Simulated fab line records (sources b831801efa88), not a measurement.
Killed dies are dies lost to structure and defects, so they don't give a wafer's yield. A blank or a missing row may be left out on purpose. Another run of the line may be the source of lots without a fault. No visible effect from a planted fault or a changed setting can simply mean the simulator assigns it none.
Problem report in the 8D (eight disciplines) form, filled by code + flow sfq line + the parts of the form that need people (team, actions taken, sign-off) are left out

== 1. THE PROBLEM ==
head pressure psi at SFQ_TRILAYER_I2_CMP_CMP_064 reads a mean of 3.185 psi on 3 wafers of 2 lots; wafers without a fault read 3.000 psi with a standard deviation of 0.0059. Relative to the usual mean, that is a shift of +31 standard deviations.
The step: polishes SiO2.
The first sign was on wafer L649.1 at day 40 18:01, on cmp-02. The record has a number at this step for 42 wafers belonging to 14 lots. Rule for "out", or "out of limits": more than 4 standard deviations from the usual mean. The rest of the wafers with a number are treated as sound.

== 2. WHAT IT IS AND WHAT IT IS NOT ==
| question                    | is                     | is not                                                                                |
|-----------------------------|------------------------|---------------------------------------------------------------------------------------|
| which readings at this step | head pressure psi      | motor current A                                                                       |
| which lots                  | L649, L651             | L629, L630, L633, L635, L637, L638, L639, L640, L641, L642, L650, L652                |
| which wafers of those lots  | L649.1, L649.6, L651.3 | L649.3, L651.1, L651.4                                                                |
| read on which tools         | cmp-02                 | cmp-01                                                                                |
| when                        | from day 40 18:01      | up to then (30 sound wafers); but 9 sound wafers of L649, L650, L651, L652 came after |

== 3. THE SUSPECTS, EACH WITH WHAT RULES IT OUT ==
Counting: a tool at a process step up to the reading stays a suspect if it ran every lot that is out. Sound lots after the first of them don't rule it out here, since some wafers of a struck lot are sound.
- cmp-02 at SFQ_TRILAYER_I2_CMP_CMP_064 (polishes SiO2): kept. Every lot that is out went through it, the first being L649 (day 40 18:01); the last sound lot it ran before that was L642 (day 40 02:31). Its own head pressure psi readings are out on those wafers.
- Within cmp-02 at SFQ_TRILAYER_I2_CMP_CMP_064: the wafers that are out ran in chamber 0; their sound lot-mates ran in chambers 2, 3.
Left after counting: cmp-02 at SFQ_TRILAYER_I2_CMP_CMP_064.

== 4. THE CAUSE (what the simulator had put in) ==
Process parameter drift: cmp-02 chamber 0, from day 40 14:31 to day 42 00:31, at SFQ_TRILAYER_I2_CMP_CMP_064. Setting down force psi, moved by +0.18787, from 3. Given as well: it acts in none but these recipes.
This tool alone remained once counting was done.

== 5. THE CHAIN OF EFFECTS, in route order ==
Each row: a reading whose mean over the struck wafers that have a number lies more than 3 standard deviations from the usual. Only readings for which the record gives a usual standard deviation are gone through. hours: the time from each lot's start at the first step in this table that gives one to its start at this step, as a median over the lots. sigmas: the change in usual standard deviations.
| hours | step                        | reading           | usual     | on struck wafers | change | sigmas |
|-------|-----------------------------|-------------------|-----------|------------------|--------|--------|
| 0     | SFQ_TRILAYER_I2_CMP_CMP_064 | head pressure psi | 3.000 psi | 3.185            | +0.185 | +31    |
The process steps in it:
- SFQ_TRILAYER_I2_CMP_CMP_064: polishes SiO2.
Later steps that measure or inspect, where all struck wafers having a row at the step show a number for every such reading and not one has moved that far: SFQ_M6_RS_MEAS_938.

== 6. HOW IT WOULD HAVE BEEN CAUGHT EARLIER ==
In this record no reading fell out of limits until day 40 18:01, 4 hours after the fault had begun at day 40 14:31.
